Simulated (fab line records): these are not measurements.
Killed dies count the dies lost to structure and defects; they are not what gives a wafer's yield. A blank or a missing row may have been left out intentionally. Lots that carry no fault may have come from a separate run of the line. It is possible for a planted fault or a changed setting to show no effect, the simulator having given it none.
Split-lot experiment -- flow sky130 -- 23 wafers read from 5 lots, route of 708 steps

== THE SPLIT ITSELF ==
At SKY_METAL1_EXPOSE_12 (exposes mask MM1, target cd 140 nm), the setting dose mj was moved away from the recipe's 28 on 10 of the 23 wafers read, by -5.2% to +2.6%. This setting was run at the recipe's value on the other wafers.

== FROM THE SPLIT TO THE READING: what the file shows between them, 2 steps ==
- SKY_METAL1_PEB_13
- SKY_METAL1_DEVELOP_14: develop time 60 s

== THE READING ==
Shown in nm: cd nm at SKY_METAL1_CD_MEAS_15, with target cd 140 nm. On this fab line, fault-free wafers typically give 140.1 nm with a standard deviation of 1.3 nm.

wafer,"tool, chamber at the split",dose mj as run,against the recipe,"cd nm, nm",against lot-mates on the recipe
L074.1,"krf scanner-01, 0",26.53,-5.2%,151.2,+12.8
L074.2,"krf scanner-01, 0",26.53,-5.2%,150.1,+11.7
L074.3,"krf scanner-01, 0",28,recipe,138.3,-
L074.4,"krf scanner-01, 0",28,recipe,139.4,-
L074.6,"krf scanner-01, 0",28,recipe,137.5,-
L078.1,"krf scanner-02, 0",26.81,-4.3%,147.3,+7.9
L078.2,"krf scanner-02, 0",28,recipe,139.4,-
L078.4,"krf scanner-02, 0",28,recipe,139.7,-
L078.5,"krf scanner-02, 0",26.81,-4.3%,148.6,+9.2
L078.6,"krf scanner-02, 0",28,recipe,139.1,-
L081.2,"krf scanner-01, 0",28,recipe,139.0,-
L081.3,"krf scanner-01, 0",28,recipe,138.9,-
L081.6,"krf scanner-01, 0",28,recipe,138.8,-
L083.1,"krf scanner-01, 0",28.74,+2.6%,133.9,-5.0
L083.2,"krf scanner-01, 0",28,recipe,139.7,-
L083.4,"krf scanner-01, 0",28,recipe,138.2,-
L083.5,"krf scanner-01, 0",28.74,+2.6%,134.1,-4.8
L083.6,"krf scanner-01, 0",28.74,+2.6%,135.6,-3.3
L085.1,"krf scanner-01, 0",28,recipe,141.8,-
L085.2,"krf scanner-01, 0",28,recipe,141.2,-
L085.3,"krf scanner-01, 0",27.21,-2.8%,149.0,+7.5
L085.4,"krf scanner-01, 0",27.21,-2.8%,145.9,+4.4
L085.6,"krf scanner-01, 0",27.21,-2.8%,148.4,+6.9

FIT RESULTS
A straight line over all 23 wafers: cd nm changes by -2.16 nm for each +1% of dose mj; r = -0.96; the points scatter about the line by 1.4 nm.
The same after taking each lot's own level away (the mean of its wafers on the recipe; 23 wafers): -2.09 nm for each +1%; r = -0.98; scatter 0.92 nm.
That fit puts the effect of the largest move of dose mj on the reading at 11 nm.
The lots' own levels span 138.40 to 141.50 nm, that is 2.4 times the standard deviation above.
The two slopes are in agreement: the lot-to-lot level therefore moves the slope only a little.
Check: with one of the wafers moved furthest among these (-5.2%) left out of the fit, the line predicts +10.8 nm for it against its lot-mates. Against them it came out at +12.8 nm.

== THE OTHER SPLITS THESE WAFERS WENT THROUGH ==
Note: prior to the reading, these wafers also went through further splits. Each is held against what the fit with the lots' levels taken away leaves over:
other split on the same wafers,wafers away from the commonest value,r with cd nm (lot level and that fit taken away)
SKY_CONTACT_CVD_24 pressure torr,18,+0.24
SKY_METAL1_SPUTTER_04 power w,8,-0.27

== THE WHOLE CHAIN: every reading that the file lists as answering this split, in the file's order ==
step,what it does,reading,change (the file's fit),r (the file's)
SKY_METAL1_DEVELOP_14,develop time 60 s,"METAL1.cd nm (the simulator's own value, which no gauge read)",-2.2 nm for each +1% of the setting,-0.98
SKY_METAL1_CD_MEAS_15,target cd 140 nm,cd nm,-2.15 nm for each +1% of the setting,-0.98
SKY_METAL1_ETCH_18,"etches BARC in N2/H2, stops on SiO2, time 45.9 s, target depth 60 nm","METAL1.cd nm (the simulator's own value, which no gauge read)",-2.11 nm for each +1% of the setting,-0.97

== THE FILE'S OWN FIT ==
cd nm changes by -2.15 nm for each +1% of dose mj, r = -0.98.
